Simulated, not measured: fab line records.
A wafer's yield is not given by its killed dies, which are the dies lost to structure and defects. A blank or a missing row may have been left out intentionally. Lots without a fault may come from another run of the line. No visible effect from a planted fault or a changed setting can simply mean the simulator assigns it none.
Which of the tools did it? -- flow sky130 -- 13 lots, 39 wafers sampled, at 2 steps of a route of 708

## WHAT THE GAUGES SHOWED, per wafer
SKY_FIELD_ISO_CD_MEAS_13: target cd 150 nm. Usual: cdNm reads 150.1 nm (standard deviation 1.4).
lot,measured,on,cdNm (nm),flag
L261,day 2 11:46,cdSem-02,150.6 150.8 149.1,
L264,day 3 02:41,cdSem-02,152.6 151.3 153.2,
L265,day 3 06:20,cdSem-01,149.6 149.8 149.8,
L267,day 3 18:41,cdSem-01,148.3 150.6 151.2,
L268,day 3 23:11,cdSem-02,150.6 150.1 149.9,
L270,day 4 10:38,cdSem-02,149.4 150.4 150.0,
L271,day 4 15:23,cdSem-02,146.9 147.4 146.6,
L275,day 5 10:50,cdSem-01,149.5 150.2 149.6,
L277,day 5 20:20,cdSem-01,151.2 150.7 152.2,
L279,day 6 09:35,cdSem-01,151.3 150.6 150.2,
L280,day 6 15:29,cdSem-01,149.8 149.4 151.2,
L282,day 7 00:21,cdSem-02,150.0 149.3 150.0,
L283,day 7 06:32,cdSem-01,148.3 147.4 149.1,

SKY_FIELD_ISO_THK_MEAS_23. Usual: FIELD_ISO_OXIDATION_01_THK typically reads 10.03 nm, with standard deviation 0.17.
lot,measured,on,FIELD_ISO_OXIDATION_01_THK (nm),flag
L261,day 2 13:49,filmMetro-01,9.86 9.86 10.01,
L264,day 3 05:36,filmMetro-02,9.91 9.98 9.66,
L265,day 3 09:34,filmMetro-04,9.99 9.74 9.92,
L267,day 3 20:31,filmMetro-01,10.37 10.15 10.30,
L268,day 4 02:22,filmMetro-01,10.07 9.95 10.05,
L270,day 4 12:30,filmMetro-01,9.83 10.06 9.94,
L271,day 4 18:07,filmMetro-01,10.10 10.00 10.25,
L275,day 5 14:51,filmMetro-04,10.01 9.97 10.14,
L277,day 6 00:10,filmMetro-02,9.74 9.64 9.63,
L279,day 6 14:01,filmMetro-02,10.27 10.29 10.31,
L280,day 6 18:23,filmMetro-02,10.12 10.05 10.05,
L282,day 7 02:45,filmMetro-01,9.98 9.87 9.94,
L283,day 7 08:50,filmMetro-04,10.07 10.09 9.96,

## TOOL THAT RAN EACH LOT (tool first, then ch and the chambers of the sampled wafers, then the start)
No process step before these readings appears in the record.

## WHAT THE TOOLS THEMSELVES READ (means of the sampled wafers that have a number; where no wafer has one, the mark that the record gives instead)
The record holds no such reading with a usual standard deviation.

## THE ANSWER, worked out from the rows above alone
Rule: a lot is off if the mean of its wafers that have a number lies more than 3 standard deviations from the usual mean. A lot without any number at a reading at which 4 lots or more have one is off too. Any other lot the step has rows for is counted as sound. After the gauges, taken in route order, come the tools' own readings; for these a lot's mean is taken, as printed above. The first step at which some lot is off is used, and at that step the reading that is off furthest; a lot without a number counts as furthest.
None of the lots is off at any reading shown; this tells nothing.

## WHAT WAS PUT IN BY THE SIMULATOR
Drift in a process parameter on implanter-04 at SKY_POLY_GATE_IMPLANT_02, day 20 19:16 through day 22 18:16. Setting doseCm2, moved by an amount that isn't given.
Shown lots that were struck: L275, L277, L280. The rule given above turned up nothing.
